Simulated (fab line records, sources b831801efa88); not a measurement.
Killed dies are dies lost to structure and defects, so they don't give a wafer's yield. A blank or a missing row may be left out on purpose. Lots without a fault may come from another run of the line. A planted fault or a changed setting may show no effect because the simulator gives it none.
fab line records | flow sky130
record lots=5 wafers=15 last_day=50
route steps=708 shown SD_N@352 SD_P@359 RES_XHIGH@360 SALICIDE@361 LI_CONTACT@362 LOCAL_INTERCONNECT@387 PAD_OPEN@708
lots that met no fault: from a run of the same line without faults
start_h: hours from the record's first day to the start of the lot's first wafer shown | wait_h: hours since the lot's step before | " the same as in the row above | L1.1+2: a row that stands for several wafers | - no value, or no start given | * or withheld: withheld | < > ~ a bound
route shown NAME@n: a module of which the file shows steps, and the number in the route of the first | usual: mean/standard deviation of fault-free wafers | same: alike in all rows | chamber/n: place in a boat | sites: the reading at each site | _std_site: their standard deviation | _edge_site: outer sites' mean less inner sites' | radius_mm: how far each site lies from the wafer's centre | mask NAME#n: copy n | behind: the tool/chamber that last shaped the wafer | hold: why the lot was held/for how many hours/how that ended | device: the transistor (n, p or np) that didn't switch | end of line: the same wafers' tests at the end of the route | a step without rows: its recipe alone | killed: dies lost to structure and defects at the first sort, not the wafer's yield | map: a wafer's dies, x killed, . not, _ none there
set.NAME: the setting as run; set.NAME@STEP: as run at that earlier step | model.NAME: the simulator's own value behind a step, which no gauge read
lots at some steps of the route; a table a step, a row a wafer
services: from which hour (start_h, from the record's first day; less than 0 if before it) a tool's chamber was out of use, for how many hours, and why
## steps
# step SKY_SD_N_IMPLANT_10
# recipe species=P energy_kev=20 dose_cm2=1e+14 tilt_deg=0
# step SKY_SD_N_STRIP_11
# recipe chemistry=O2/N2 power_w=1400 pressure_mtorr=1500 platen_temp_c=withheld o2_flow_sccm=3000 n2_flow_sccm=300 overash_fraction=0.5
# step SKY_SD_N_TW_MEAS_12
# usual SD_N_TW=3964/29
# columns lot.wafer tool chamber start_h wait_h SD_N_TW
L155.1 film_metro-03 - 670.89 0.1 3880
L155.5 " - " " 3906
L155.6 " - " " 3926
L159.3 film_metro-03 - 685.21 0.1 3949
L159.4 " - " " 3950
L159.5 " - " " 3961
L161.1 film_metro-02 - 694.43 0.1 3968
L161.5 " - " " 3961
L161.6 " - " " 3975
L174.2 film_metro-02 - 809.49 0.1 3924
L174.4 " - " " 3963
L174.5 " - " " 3954
L177.3 film_metro-03 - 839.31 0.1 3987
L177.4 " - " " 3934
L177.6 " - " " 3972
# step SKY_SD_N_CLEAN_13
# recipe chemistry=SC1/SC2 mix=1:4:20 temp_c=70 time_s=150 dry=n2_spin
# step SKY_SD_N_RTA_14
# recipe temp_c=1075 time_s=2 idle_temp_c=650 ramp_up_c_per_s=150 ramp_down_c_per_s=90 ambient=N2
# usual lamp_power_pct=15.74/0.053 wafer_temp_C_max=1078.1/1.2
# same time_s=2
# columns lot.wafer tool chamber start_h wait_h lamp_power_pct wafer_temp_C_max
L155.1 rtp_anneal-02 0 671.01 0.0 15.76 1076.3
L155.5 " 0 " " 15.82 1078.2
L155.6 " 0 " " 15.65 1079.4
L159.3 rtp_anneal-01 0 685.33 0.0 15.66 1076.5
L159.4 " 0 " " 15.67 1078.4
L159.5 " 0 " " 15.78 1075.9
L161.1 rtp_anneal-01 0 694.54 0.0 15.70 1079.1
L161.5 " 0 " " 15.78 1080.0
L161.6 " 0 " " 15.79 1077.1
L174.2 rtp_anneal-02 0 809.65 0.0 15.79 1077.4
L174.4 " 0 " " 15.82 1077.3
L174.5 " 0 " " 15.78 1077.4
L177.3 rtp_anneal-01 0 839.44 0.0 15.70 1078.3
L177.4 " 0 " " 15.66 1078.8
L177.6 " 0 " " 15.73 1077.1
# step SKY_SD_N_RS_MEAS_16
# recipe thk_meas_gauge=four-point-probe
# usual SD_N_RS=68.48/0.11
# columns lot.wafer tool chamber start_h wait_h SD_N_RS[ohm/sq]
L155.1 film_metro-02 - 671.18 0.1 68.35
L155.5 " - " " 68.40
L155.6 " - " " 68.45
L159.3 film_metro-04 - 685.52 0.1 68.38
L159.4 " - " " 68.38
L159.5 " - " " 68.28
L161.1 film_metro-02 - 694.72 0.1 68.55
L161.5 " - " " 68.41
L161.6 " - " " 68.51
L174.2 film_metro-02 - 809.94 0.1 68.49
L174.4 " - " " 68.28
L174.5 " - " " 68.37
L177.3 film_metro-02 - 839.68 0.1 68.43
L177.4 " - " " 68.41
L177.6 " - " " 68.51
# step SKY_SD_N_RS_MEAS_17
# recipe thk_meas_gauge=four-point-probe
# usual SD_P_RS=146.9/0.32
# columns lot.wafer tool chamber start_h wait_h SD_P_RS[ohm/sq]
L155.1 film_metro-02 - 671.30 0.1 146.3
L155.5 " - " " 146.4
L155.6 " - " " 146.9
L159.3 film_metro-04 - 685.64 0.1 146.7
L159.4 " - " " 146.7
L159.5 " - " " 146.2
L161.1 film_metro-02 - 694.84 0.1 147.0
L161.5 " - " " 146.9
L161.6 " - " " 146.9
L174.2 film_metro-02 - 810.06 0.1 147.4
L174.4 " - " " 146.7
L174.5 " - " " 146.3
L177.3 film_metro-02 - 839.80 0.1 146.7
L177.4 " - " " 146.7
L177.6 " - " " 146.2
# step SKY_SD_N_RS_MEAS_18
# recipe thk_meas_gauge=four-point-probe
# usual RES_XHIGH_RS=332.8/1.3
# columns lot.wafer tool chamber start_h wait_h RES_XHIGH_RS[ohm/sq]
L155.1 film_metro-02 - 671.42 0.1 333.1
L155.5 " - " " 332.9
L155.6 " - " " 333.8
L159.3 film_metro-04 - 685.76 0.1 332.4
L159.4 " - " " 332.0
L159.5 " - " " 333.1
L161.1 film_metro-02 - 694.96 0.1 334.2
L161.5 " - " " 334.0
L161.6 " - " " 333.1
L174.2 film_metro-02 - 810.18 0.1 332.2
L174.4 " - " " 330.9
L174.5 " - " " 330.6
L177.3 film_metro-02 - 839.92 0.1 331.6
L177.4 " - " " 330.5
L177.6 " - " " 331.7
# step SKY_SALICIDE_CLEAN_00
# recipe chemistry=HF-last time_s=30 dilution=100:1 dry=ipa_marangoni
# step SKY_LI_CONTACT_HDPCVD_00
# recipe material=PSG target_thk_nm=930 sigma_open_frac=0.3 time_s=155 temp_c=600 sih4_flow_sccm=60 pressure_mtorr=6
# step SKY_LI_CONTACT_THK_MEAS_01
# recipe reads=PSG_of_LI_CONTACT_HDPCVD_00
# usual LI_CONTACT_HDPCVD_THK=926/9.1
# columns lot.wafer tool chamber start_h wait_h LI_CONTACT_HDPCVD_THK[nm]
L155.1 film_metro-04 - 671.66 0.1 927
L155.5 " - " " 931
L155.6 " - " " 924
L159.3 film_metro-02 - 685.98 0.1 914
L159.4 " - " " 913
L159.5 " - " " 921
L161.1 film_metro-04 - 695.20 0.1 932
L161.5 " - " " 938
L161.6 " - " " 920
L174.2 film_metro-02 - 810.40 0.1 921
L174.4 " - " " 904
L174.5 " - " " 923
L177.3 film_metro-02 - 840.14 0.1 927
L177.4 " - " " 923
L177.6 " - " " 926
# step SKY_LI_CONTACT_CMP_02
# recipe material=PSG down_force_psi=4 platen_rpm=60 pad_velocity_m_s=0.94248
# usual head_pressure_psi=4.000/0.0088 motor_current_A=13.0/1.5 platen_rpm=60.01/0.043 time_to_endpoint_s=31.4/2.4
# columns lot.wafer tool chamber start_h wait_h head_pressure_psi motor_current_A platen_rpm time_to_endpoint_s model.PSG_of_LI_CONTACT_HDPCVD_00.thk_nm
L155.1 cmp-01 0 671.82 0.1 3.986 11.0 59.91 33.7 598.1
L155.5 " 2 " " 3.999 14.3 60.02 32.7 598.1
L155.6 " 3 " " 4.001 15.1 60.09 34.4 598
L159.3 cmp-01 3 686.07 0.1 3.990 14.3 59.99 32.9 595.9
L159.4 " 1 " " 4.005 11.2 60.03 29.2 596.5
L159.5 " 2 " " 3.996 13.9 60.02 29.7 596.2
L161.1 cmp-01 2 695.31 0.1 4.016 13.8 59.97 23.8 655.5
L161.5 " 1 " " 3.995 11.3 60.02 25.2 654.8
L161.6 " 2 " " 4.000 14.2 60.00 19.1 653.8
L174.4 cmp-02 3 810.50 0.1 3.988 13.4 60.05 32.0 596.6
L174.2 " 1 " " 3.994 12.4 59.99 32.2 597
L174.5 " 3 " " 3.997 13.7 59.99 32.4 596.7
L177.3 cmp-01 2 840.18 0.0 4.003 14.6 59.98 30.2 596.2
L177.4 " 0 " " 4.001 10.4 59.96 30.7 596.7
L177.6 " 2 " " 4.012 14.2 60.03 28.5 595.4
# step SKY_LI_CONTACT_BOW_MEAS_03
# recipe mode=bow
# usual LI_CONTACT_BOW=55/7.4
# columns lot.wafer tool chamber start_h wait_h LI_CONTACT_BOW[um]
L155.1 film_metro-03 - 672.02 0.1 62
L155.5 " - " " 55
L155.6 " - " " 58
L159.3 film_metro-04 - 686.36 0.2 46
L159.4 " - " " 48
L159.5 " - " " 55
L161.1 film_metro-02 - 695.56 0.2 57
L161.5 " - " " 55
L161.6 " - " " 63
L174.2 film_metro-04 - 810.77 0.1 49
L174.4 " - " " 61
L174.5 " - " " 51
L177.3 film_metro-03 - 840.52 0.3 57
L177.4 " - " " 44
L177.6 " - " " 49
# step SKY_LI_CONTACT_DEHYDRATE_04
# recipe temp_c=200 time_s=60
# step SKY_LI_CONTACT_HMDS_05
# recipe prime_time_s=60 prime_temp_c=120
# step SKY_LI_CONTACT_COAT_06
# recipe resist=BARC temp_c=withheld time_s=withheld spin_rpm=3000 resist_thk_nm=60
# step SKY_LI_CONTACT_COAT_07
# recipe resist=KrF-thick spin_rpm=3063 resist_thk_nm=450
# step SKY_LI_CONTACT_SOFTBAKE_08
# recipe temp_c=100 time_s=90 resist=KrF-thick
# step SKY_LI_CONTACT_EXPOSE_09
# recipe mask_id=LICM1 na=0.8 source_shape=annular sigma_inner=0.55 sigma_outer=0.85 target_cd_nm=170 dose_mj=38
# step SKY_LI_CONTACT_PEB_10
# recipe peb_temp_c=withheld peb_time_s=withheld resist=KrF-thick
# step SKY_LI_CONTACT_DEVELOP_11
# recipe develop_time_s=60 resist=KrF-thick dev_temp_c=21
# step SKY_LI_CONTACT_CD_MEAS_12
# recipe target_cd_nm=170
# usual cd_nm=170.0/1.4
# columns lot.wafer tool chamber start_h wait_h cd_nm
L155.1 cd_sem-02 - 700.13 - 168.9
L155.5 " - " " 167.7
L155.6 " - " " 168.8
L159.3 cd_sem-02 - 714.43 - 168.6
L159.4 " - " " 168.8
L159.5 " - " " 169.8
L161.1 cd_sem-01 - 724.20 - 170.6
L161.5 " - " " 169.5
L161.6 " - " " 169.8
L174.2 cd_sem-02 - 837.35 - 169.7
L174.4 " - " " 170.6
L174.5 " - " " 168.4
L177.3 cd_sem-02 - 867.73 - 170.5
L177.4 " - " " 170.5
L177.6 " - " " 169.4
# step SKY_LI_CONTACT_OVL_MEAS_13
# usual LI_CONTACT_OVL=-3/5.3
# columns lot.wafer tool chamber start_h wait_h LI_CONTACT_OVL[nm]
L155.1 overlay-02 - 700.25 0.1 -7
L155.5 " - " " -5
L155.6 " - " " -7
L159.3 overlay-02 - 714.52 0.1 -8
L159.4 " - " " -3
L159.5 " - " " -8
L161.1 overlay-02 - 724.32 0.1 3
L161.5 " - " " 8
L161.6 " - " " -3
L174.2 overlay-01 - 837.46 0.1 -7
L174.4 " - " " -4
L174.5 " - " " -6
L177.3 overlay-01 - 867.82 0.1 0
L177.4 " - " " -5
L177.6 " - " " 3
# step SKY_LI_CONTACT_ETCH_14
# recipe chemistry=N2/H2 target=BARC ion_energy_ev=200 source_w=500 bias_w=102 pressure_mtorr=30 n2_flow_sccm=100 h2_flow_sccm=200 stop_on=SiO2 time_s=45.9 target_depth_a=600
# step SKY_LI_CONTACT_ETCH_15
# recipe target=PSG chemistry=C4F8/O2/Ar stop_on=Si taper_deg=4.15 mask_material=KrF-thick source_w=1500 bias_w=1200 pressure_mtorr=40 c4f8_flow_sccm=withheld O2_flow_sccm=6 Ar_flow_sccm=300 time_s=withheld target_depth_a=6000
# usual oes_product_au=0.837/0.0043
# columns lot.wafer tool chamber start_h wait_h oes_product_au model.etch.depth_nm model.LI_CONTACT.feature_depth_nm
L155.1 rie_diel-03 3 700.33 0.0 0.833 598.1 598.1
L155.5 " 2 " " 0.832 598.1 598.1
L155.6 " 1 " " 0.834 598 598
L159.3 rie_diel-03 2 714.59 0.0 0.833 595.9 595.9
L159.4 " 3 " " 0.843 596.5 596.5
L159.5 " 1 " " 0.838 596.2 596.2
L161.1 rie_diel-02 3 724.40 0.0 0.876 655.5 655.5
L161.5 " 3 " " 0.891 654.8 654.8
L161.6 " 1 " " 0.886 653.8 653.8
L174.2 rie_diel-04 0 837.53 0.0 0.828 597 597
L174.4 " 1 " " 0.842 596.6 596.6
L174.5 " 2 " " 0.838 596.7 596.7
L177.3 rie_diel-02 3 867.89 0.0 0.831 596.2 596.2
L177.4 " 0 " " 0.839 596.7 596.7
L177.6 " 0 " " 0.830 595.4 595.4
# step SKY_LI_CONTACT_STRIP_16
# recipe chemistry=O2/N2 power_w=1400 pressure_mtorr=1500 platen_temp_c=withheld o2_flow_sccm=3000 n2_flow_sccm=300 overash_fraction=0.5
# usual drypump_motor_current_A=6.0/0.51 n2_flow_sccm=299.9/1 o2_flow_sccm=3000/8.7 oes_product_au=0.373/0.005 strip_time_to_endpoint_s=3.45/0.03
# same overash_fraction=0.5
# columns lot.wafer tool chamber start_h wait_h drypump_motor_current_A n2_flow_sccm o2_flow_sccm oes_product_au rf_hours_counter_h strip_time_to_endpoint_s
L155.1 plasma_asher-03 0 700.41 - 6.5 300.4 3005 0.368 88 3.42
L155.5 " 0 " " 6.5 299.2 3002 0.369 - 3.41
L155.6 " 1 " " 5.9 300.2 3010 0.380 - 3.39
L159.3 plasma_asher-03 0 714.71 - 6.5 300.3 2982 0.365 - 3.44
L159.4 " 1 " " 5.9 300.6 3004 0.375 - 3.45
L159.5 " 0 " " 6.5 299.5 2989 0.371 - 3.41
L161.1 plasma_asher-02 0 724.49 - 5.0 301.9 2994 0.369 55 3.47
L161.5 " 1 " " 6.2 301.4 2998 0.377 - 3.46
L161.6 " 0 " " 5.0 299.1 2989 0.363 - 3.45
L174.2 plasma_asher-03 1 837.61 - 6.0 302.2 3014 0.376 103 3.49
L174.4 " 0 " " 6.5 298.1 3001 0.366 - 3.43
L174.5 " 1 " " 5.9 301.2 2996 0.372 - 3.47
L177.3 plasma_asher-02 1 868.01 - 6.2 299.9 3010 0.371 - 3.44
L177.4 " 0 " " 5.0 299.3 2994 0.367 - 3.45
L177.6 " 1 " " 6.2 298.5 2999 0.374 - 3.43
# step SKY_LI_CONTACT_CLEAN_17
# recipe chemistry=NMP time_s=600 temp_c=60 dry=n2_spin
# step SKY_LI_CONTACT_PRE_CLEAN_18
# recipe gas=Ar time_s=5.6 bias_v=358
# step SKY_LI_CONTACT_SPUTTER_19
# recipe material=Ti target_thk_nm=20 chamber_pressure_pa=5 power_w=2500 substrate_temp_c=200 time_s=106.37
# step SKY_LI_CONTACT_SPUTTER_20
# recipe material=TiN target_thk_nm=20 chamber_pressure_pa=5 power_w=4000 time_s=80
# usual throttle_valve_pct=30.5/1
# same time_s=80
# columns lot.wafer tool chamber start_h wait_h throttle_valve_pct
L155.1 pvd_sputter-03 - 700.78 0.0 29.1
L155.5 " - " " 29.9
L155.6 " - " " 29.4
L159.3 pvd_sputter-04 - 715.04 0.0 30.7
L159.4 " - " " 30.0
L159.5 " - " " 30.1
L161.1 pvd_sputter-04 - 724.86 0.0 30.1
L161.5 " - " " 30.2
L161.6 " - " " 29.0
L174.2 pvd_sputter-03 - 838.02 0.0 31.1
L174.4 " - " " 29.1
L174.5 " - " " 29.7
L177.3 pvd_sputter-04 - 868.36 0.0 31.1
L177.4 " - " " 29.1
L177.6 " - " " 30.3
# step SKY_LI_CONTACT_CVD_21
# recipe material=W target_thk_nm=400 time_s=120.56 temp_c=400 pressure_torr=40
# usual heater_power_w=930/130
# same time_s=120.56
# columns lot.wafer tool chamber start_h wait_h heater_power_w
L155.1 cvd_w-02 0 700.84 0.0 969
L155.5 " 0 " " 980
L155.6 " 1 " " 789
L159.3 cvd_w-02 1 715.15 0.1 790
L159.4 " 0 " " 967
L159.5 " 0 " " 962
L161.1 cvd_w-02 0 724.92 0.0 970
L161.5 " 1 " " 792
L161.6 " 0 " " 995
L174.2 cvd_w-02 1 838.08 0.0 795
L174.4 " 0 " " 1029
L174.5 " 0 " " 970
L177.3 cvd_w-02 1 868.46 0.1 818
L177.4 " 0 " " 965
L177.6 " 1 " " 798
# step SKY_LI_CONTACT_RS_MEAS_22
# recipe thk_meas_gauge=four-point-probe reads=W_of_LI_CONTACT_CVD_21+TiN_of_LI_CONTACT_SPUTTER_20+Ti_of_LI_CONTACT_SPUTTER_19
# usual LI_CONTACT_W_RS=0.283/0.0047
# columns lot.wafer tool chamber start_h wait_h LI_CONTACT_W_RS[ohm/sq]
L155.1 film_metro-04 - 701.02 0.1 0.285
L155.5 " - " " 0.287
L155.6 " - " " 0.274
L159.3 film_metro-04 - 715.27 0.1 0.277
L159.4 " - " " 0.284
L159.5 " - " " 0.280
L161.1 film_metro-04 - 725.04 0.1 0.283
L161.5 " - " " 0.274
L161.6 " - " " 0.281
L174.2 film_metro-04 - 838.22 0.1 0.279
L174.4 " - " " 0.287
L174.5 " - " " 0.288
L177.3 film_metro-04 - 868.59 0.1 0.274
L177.4 " - " " 0.281
L177.6 " - " " 0.275
# step SKY_LI_CONTACT_THK_MEAS_23
# recipe thk_meas_gauge=xrf reads=W_of_LI_CONTACT_CVD_21
# usual LI_CONTACT_W_THK=407/7.2
# columns lot.wafer tool chamber start_h wait_h LI_CONTACT_W_THK[nm]
L155.1 film_metro-04 - 701.14 0.1 407
L155.5 " - " " 402
L155.6 " - " " 419
L159.3 film_metro-04 - 715.37 0.1 412
L159.4 " - " " 406
L159.5 " - " " 410
L161.1 film_metro-04 - 725.16 0.1 409
L161.5 " - " " 421
L161.6 " - " " 410
L174.2 film_metro-04 - 838.33 0.1 413
L174.4 " - " " 404
L174.5 " - " " 399
L177.3 film_metro-04 - 868.69 0.1 420
L177.4 " - " " 409
L177.6 " - " " 420
# step SKY_LI_CONTACT_CMP_24
# recipe stop_on=PSG t_overpolish_s=20 down_force_psi=3.5 platen_rpm=60 target_thk_nm=0 pad_velocity_m_s=0.94248
# usual head_pressure_psi=3.500/0.0079 motor_current_A=11.9/1.3 platen_rpm=60.00/0.043
# columns lot.wafer tool chamber start_h wait_h head_pressure_psi motor_current_A platen_rpm model.PSG_of_LI_CONTACT_HDPCVD_00.thk_nm
L155.1 cmp-01 2 701.25 0.1 3.487 13.0 59.94 588.6
L155.5 " 1 " " 3.490 10.2 60.03 588.6
L155.6 " 2 " " 3.481 12.4 59.99 588.5
L159.4 cmp-02 2 715.41 0.0 3.497 12.9 60.02 587
L159.3 " 3 " " 3.504 12.2 60.01 586.5
L159.5 " 2 " " 3.493 13.5 59.96 586.7
L161.1 cmp-01 3 725.22 0.1 3.501 13.9 60.03 646
L161.5 " 3 " " 3.505 13.9 60.04 645.3
L161.6 " 0 " " 3.490 10.1 59.95 644.3
L174.4 cmp-02 2 838.38 0.0 3.504 13.6 60.02 587.1
L174.2 " 1 " " 3.509 12.0 59.97 587.5
L174.5 " 3 " " 3.505 11.6 59.99 587.2
L177.4 cmp-02 3 868.78 0.1 3.505 12.0 60.02 587.2
L177.3 " 0 " " 3.516 10.1 59.96 586.7
L177.6 " 2 " " 3.500 13.4 60.00 586
# step SKY_LOCAL_INTERCONNECT_SPUTTER_00
# recipe material=TiN target_thk_nm=100 temp_c=300 power_w=6500 time_s=83.3 chamber_pressure_pa=0.4
# usual throttle_valve_pct=30.5/1.1
# same time_s=83.3
# columns lot.wafer tool chamber start_h wait_h throttle_valve_pct
L155.1 pvd_sputter-03 - 701.50 0.2 31.0
L155.5 " - " " 29.5
L155.6 " - " " 29.3
L159.3 pvd_sputter-02 - 715.71 0.2 31.5
L159.4 " - " " 30.3
L159.5 " - " " 29.6
L161.1 pvd_sputter-02 - 725.52 0.2 32.0
L161.5 " - " " 32.1
L161.6 " - " " 29.2
L174.2 pvd_sputter-01 - 838.68 0.1 31.3
L174.4 " - " " 30.4
L174.5 " - " " 32.5
L177.3 pvd_sputter-03 - 869.03 0.1 29.7
L177.4 " - " " 29.2
L177.6 " - " " 30.0
# step SKY_PAD_OPEN_PROBE_99
# usual killed_at_M0_to_M3=43/6.8 killed_at_M4_up=3.2/1.7 killed_at_contacts=24/5.6 killed_at_front_end=15/4.7 killed_at_other=0.3/0.59 killed_dies=86/10 killed_open=47/6.8 killed_short=39/6.4
# same gross_dies=492 killed_at_back_side=0
# columns lot.wafer tool chamber start_h wait_h killed_at_M0_to_M3 killed_at_M4_up killed_at_contacts killed_at_front_end killed_at_other killed_dies killed_open killed_short model.etest.licon_pdiff.rc_ohm model.etest.licon_high_po.rc_ohm model.etest.licon_ndiff.rc_ohm model.etest.cap_li_to_poly.c_af_um2 model.etest.licon_poly.rc_ohm model.etest.cap_li_to_well.c_af_um2
L155.1 prober-01 - 1091.76 0.1 46 1 23 20 0 90 52 38 588.5 351.6 185.6 97.56 151.8 36.94
L155.5 prober-01 - 1091.96 0.2 51 3 23 20 0 97 55 42 596.5 333 186.8 97.53 146.7 37.44
L155.6 prober-01 - 1092.01 0.2 55 4 12 12 0 83 48 35 585.8 353.2 185.5 99.75 157.2 36.69
L159.3 prober-01 - 1104.31 0.2 42 0 30 10 3 85 41 43 610.8 347.3 187.2 96.53 159.3 36.68
L159.4 prober-01 - 1104.36 0.2 59 5 23 13 1 101 54 46 586.1 346.1 179.8 97.3 149.6 37.18
L159.5 prober-01 - 1104.41 0.2 40 4 18 10 0 72 46 26 586 339.9 179.4 95.49 152.2 37.58
L161.1 prober-01 - 1111.35 0.1 39 6 31 18 2 96 52 41 625.4 376.5 193.5 85.8 162 34.54
L161.5 prober-01 - 1111.55 0.2 31 4 23 14 0 72 40 32 629.3 377.4 198.6 81.38 165.1 33.7
L161.6 prober-01 - 1111.60 0.2 53 5 28 13 0 99 49 49 626.9 352.2 193.9 83.35 161.5 33.78
L174.2 prober-02 - 1187.64 0.1 42 2 30 21 0 95 42 52 612.9 352.7 188.2 97.61 149.6 37.29
L174.4 prober-02 - 1187.74 0.2 43 4 33 19 2 101 50 51 577.7 350.2 175.9 97.69 154.7 36.4
L174.5 prober-02 - 1187.79 0.2 33 3 18 22 0 76 44 32 610.9 351.2 188.4 99.72 164.5 36.79
L177.3 prober-01 - 1206.56 0.2 38 2 36 14 1 91 49 42 586.1 347.3 181.1 95.56 148.3 38.01
L177.4 prober-01 - 1206.61 0.2 48 5 28 12 0 93 52 41 583.2 341.7 176.8 92.74 154.5 36.12
L177.6 prober-01 - 1206.71 0.2 48 0 17 14 0 79 48 31 565.9 343.6 179.2 96.21 157.2 36.61
# killed by level:class
L155.1 VIA1:geometric_particle:open=12 VIA2:geometric_particle:open=8 CONTACT:geometric_particle:open=7 METAL2:geometric_particle:short=7 FIELD_ISO:geometric_particle:open=5 CONTACT:geometric_particle:short=5 LOCAL_INTERCONNECT:geometric_particle:short=5 VIA3:geometric_particle:open=5
L155.5 VIA1:geometric_particle:open=16 CONTACT:geometric_particle:open=10 FIELD_ISO:geometric_particle:open=8 VIA1:geometric_particle:short=8 METAL2:geometric_particle:short=7 VIA2:geometric_particle:open=6 LOCAL_INTERCONNECT:geometric_particle:short=5 FIELD_ISO:geometric_particle:short=4
L155.6 VIA1:geometric_particle:open=13 VIA1:geometric_particle:short=8 METAL2:geometric_particle:short=8 CONTACT:geometric_particle:open=6 VIA2:geometric_particle:open=6 VIA3:geometric_particle:open=6 METAL1:geometric_particle:short=5 METAL1:geometric_particle:open=5
L159.3 VIA1:geometric_particle:open=10 CONTACT:geometric_particle:open=8 LOCAL_INTERCONNECT:geometric_particle:short=7 LI_CONTACT:geometric_particle:open=7 CONTACT:geometric_particle:short=6 VIA3:geometric_particle:open=6 METAL2:geometric_particle:short=6 VIA1:geometric_particle:short=5
L159.4 VIA1:geometric_particle:open=11 VIA2:geometric_particle:open=10 CONTACT:geometric_particle:open=10 METAL2:geometric_particle:short=10 VIA3:geometric_particle:open=9 METAL1:geometric_particle:short=6 POLY_GATE:geometric_particle:short=4 VIA1:geometric_particle:short=4
L159.5 VIA1:geometric_particle:open=9 VIA2:geometric_particle:open=8 CONTACT:geometric_particle:open=8 VIA1:geometric_particle:short=8 LI_CONTACT:geometric_particle:open=4 VIA3:geometric_particle:open=4 METAL1:geometric_particle:short=3 METAL2:geometric_particle:short=3
L161.1 CONTACT:geometric_particle:open=9 LI_CONTACT:geometric_particle:open=8 VIA1:geometric_particle:open=8 FIELD_ISO:geometric_particle:open=6 POLY_GATE:geometric_particle:short=5 CONTACT:geometric_particle:short=5 METAL1:geometric_particle:short=5 VIA2:geometric_particle:open=5
L161.5 CONTACT:geometric_particle:open=10 VIA1:geometric_particle:open=9 LOCAL_INTERCONNECT:geometric_particle:short=7 VIA3:geometric_particle:open=6 POLY_GATE:geometric_particle:open=4 METAL2:geometric_particle:short=4 VIA3:geometric_particle:short=4 FIELD_ISO:geometric_particle:open=3
L161.6 CONTACT:geometric_particle:open=16 METAL1:geometric_particle:short=13 VIA3:geometric_particle:open=8 VIA1:geometric_particle:open=7 FIELD_ISO:geometric_particle:open=6 LI_CONTACT:geometric_particle:short=5 VIA3:geometric_particle:short=5 METAL4:geometric_particle:short=5
L174.2 CONTACT:geometric_particle:open=10 VIA1:geometric_particle:open=10 FIELD_ISO:geometric_particle:open=8 CONTACT:geometric_particle:short=8 METAL2:geometric_particle:short=7 LOCAL_INTERCONNECT:geometric_particle:short=6 VIA1:geometric_particle:short=6 POLY_GATE:geometric_particle:open=4
L174.4 VIA1:geometric_particle:open=10 LI_CONTACT:geometric_particle:open=10 METAL2:geometric_particle:short=9 LOCAL_INTERCONNECT:geometric_particle:short=8 CONTACT:geometric_particle:open=8 FIELD_ISO:geometric_particle:short=6 FIELD_ISO:geometric_particle:open=5 VIA3:geometric_particle:open=5
L174.5 VIA1:geometric_particle:open=8 FIELD_ISO:geometric_particle:short=7 POLY_GATE:geometric_particle:open=6 METAL2:geometric_particle:short=6 CONTACT:geometric_particle:open=6 VIA3:geometric_particle:open=6 LI_CONTACT:geometric_particle:open=5 LOCAL_INTERCONNECT:geometric_particle:short=5
L177.3 LI_CONTACT:geometric_particle:open=11 CONTACT:geometric_particle:open=9 CONTACT:geometric_particle:short=8 VIA1:geometric_particle:open=7 FIELD_ISO:geometric_particle:short=6 FIELD_ISO:geometric_particle:open=5 VIA1:geometric_particle:short=5 VIA3:geometric_particle:open=5
L177.4 CONTACT:geometric_particle:open=10 VIA1:geometric_particle:open=8 METAL1:geometric_particle:short=7 LI_CONTACT:geometric_particle:open=6 VIA2:geometric_particle:open=6 POLY_GATE:geometric_particle:open=5 VIA2:geometric_particle:short=5 VIA1:geometric_particle:short=5
L177.6 VIA1:geometric_particle:open=12 VIA3:geometric_particle:open=10 METAL2:geometric_particle:short=9 LI_CONTACT:geometric_particle:open=6 CONTACT:geometric_particle:open=5 FIELD_ISO:geometric_particle:open=4 POLY_GATE:geometric_particle:short=4 METAL3:geometric_particle:short=4
## services
# columns tool chamber start_h hours kind
cmp-01 - 661.88 1.3 repair
rie_diel-02 2 690.19 8.0 repair
cvd_w-02 0 696.64 3.7 repair
rie_diel-02 - 710.68 1.8 repair
pvd_sputter-03 - 714.41 1.3 repair
pvd_sputter-03 - 716.47 3.3 repair
rie_diel-02 0 723.26 17.5 repair
cmp-02 - 724.36 3.5 repair
rie_diel-03 - 730.20 2.8 pm
cmp-01 - 731.33 0.4 repair
cvd_w-02 - 732.74 0.5 repair
cmp-02 - 738.57 1.0 repair
cmp-02 - 744.00 4.0 pm
pvd_sputter-04 - 748.21 2.4 repair
pvd_sputter-04 - 765.86 0.5 repair
rie_diel-04 - 772.85 2.8 pm
rie_diel-04 2 775.69 1.5 repair
plasma_asher-02 - 788.03 0.9 repair
cmp-01 - 792.24 4.7 pm
pvd_sputter-02 - 803.55 0.5 repair
rie_diel-03 3 809.12 12.9 repair
cmp-01 - 819.24 15.2 pm
rie_diel-04 0 840.28 5.1 repair
plasma_asher-03 - 868.46 1.5 repair
## key
first_sign step=SKY_LI_CONTACT_CMP_02 reading=time_to_endpoint_s direction=down sigmas=3.6 usual=* struck=*
effect step=SKY_LI_CONTACT_ETCH_15 reading=oes_product_au direction=up sigmas=11 usual=0.837 struck=0.884
model_effect step=SKY_LI_CONTACT_CMP_02 value=PSG_of_LI_CONTACT_HDPCVD_00.thk_nm without=595 struck=654.7
model_effect step=SKY_LI_CONTACT_ETCH_15 value=etch.depth_nm without=595 struck=654.7
model_effect step=SKY_LI_CONTACT_CMP_24 value=PSG_of_LI_CONTACT_HDPCVD_00.thk_nm without=585.5 struck=645.2
model_effect step=SKY_PAD_OPEN_PROBE_99 value=etest.licon_pdiff.rc_ohm without=593.2 struck=627.2
met_at SKY_LI_CONTACT_CMP_02
struck_wafers L161.1,L161.5,L161.6
tester_left_out L161
onset_between 686.07 695.31
fault kind=process_parameter_drift tool=cmp-01 chamber=- onset_h=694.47 steps=SKY_LI_CONTACT_CMP_02 channel=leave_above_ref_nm offset=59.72 shape=step end_h=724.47 acts_in=these_recipes_only stated=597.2
# tester_left_out: of these lots the tester's yield and bins aren't shown, on N5 and GAA mostly nor the transistor test; their killed dies are dies lost to structure and defects alone, not to doping, threshold or leakage, so they don't give the yield
